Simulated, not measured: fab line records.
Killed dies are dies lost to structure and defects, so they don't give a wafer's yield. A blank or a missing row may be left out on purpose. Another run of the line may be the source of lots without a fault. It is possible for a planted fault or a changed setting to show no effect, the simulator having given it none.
Matching of chambers    flow sky130    rie_si-01 running SKY_FIELD_ISO_ETCH_17: 4 sister chambers
The step etches Si in HBr/Cl2/O2, target depth 342 nm, time 97.7 s. 16 wafers are shown with their chamber, then 8 later ones without.

## EACH WAFER AND ITS CHAMBER
wafer   chamber  drypump_motor_current_A (A)  mfc_cl2_sccm (sccm)  rf_fwd_power_W (W)
L627.1  0        5.4                          40.11                601.7
L627.2  1        5.7                          39.94                602.9
L627.5  3        6.2                          39.79                607.2
L629.3  3        6.2                          39.92                604.3
L629.5  0        5.4                          39.92                604.2
L629.6  3        6.2                          39.99                604.6
L642.1  0        5.4                          40.07                602.4
L642.2  3        6.1                          40.11                603.3
L642.4  2        5.5                          40.17                603.3
L643.2  0        5.4                          40.08                605.0
L643.3  3        6.2                          39.97                605.1
L643.5  1        5.6                          40.04                603.2
L645.2  2        5.6                          40.15                602.7
L645.4  0        5.4                          39.88                604.1
L645.6  3        6.2                          39.97                604.4
L646.2  1        5.7                          40.22                603.7

SIGNATURES (averages over the wafers above)
reading                  chamber 0  chamber 1  chamber 2  chamber 3  scatter within a chamber
drypump_motor_current_A  5.400      5.667      5.550      6.183      0.0408
mfc_cl2_sccm             40.0120    40.0667    40.1600    39.9583    0.107
rf_fwd_power_W           603.480    603.267    603.000    604.817    1.18
Rule: distance of a wafer from a chamber = root of the sum over the readings of ((wafer's reading minus chamber's mean) / reading's scatter) squared. The wafer belongs to the nearest chamber; if the next one is less than 2 further off, it can't be placed. The scatter: take each reading less its chamber's mean, square it, sum over the shown wafers, divide by the number of wafers less the number of chambers, and take the root.

## WAFERS MISSING THEIR CHAMBER
wafer   drypump_motor_current_A (A)  mfc_cl2_sccm (sccm)  rf_fwd_power_W (W)
L646.3  6.1                          39.92                601.2
L646.4  5.5                          40.03                607.4
L649.2  5.5                          40.04                605.1
L649.3  5.4                          40.13                599.4
L649.4  5.5                          39.95                606.1
L650.1  5.7                          39.91                604.6
L650.3  5.4                          39.97                599.6
L650.4  5.7                          40.00                601.4

## WHICH CHAMBER EACH WENT THROUGH
wafer   from the rows above           in truth
L646.3  3                             3
L646.4  can't be placed: 2 or 0 or 1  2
L649.2  can't be placed: 2 or 0 or 1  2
L649.3  can't be placed: 0 or 2       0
L649.4  can't be placed: 0 or 2 or 1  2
L650.1  1                             1
L650.3  can't be placed: 0 or 2       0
L650.4  1                             1
3 of 8 placed correctly. Unplaceable from these rows: 5, with the true chamber sitting among the candidates in 5. Placed wrongly: 0.
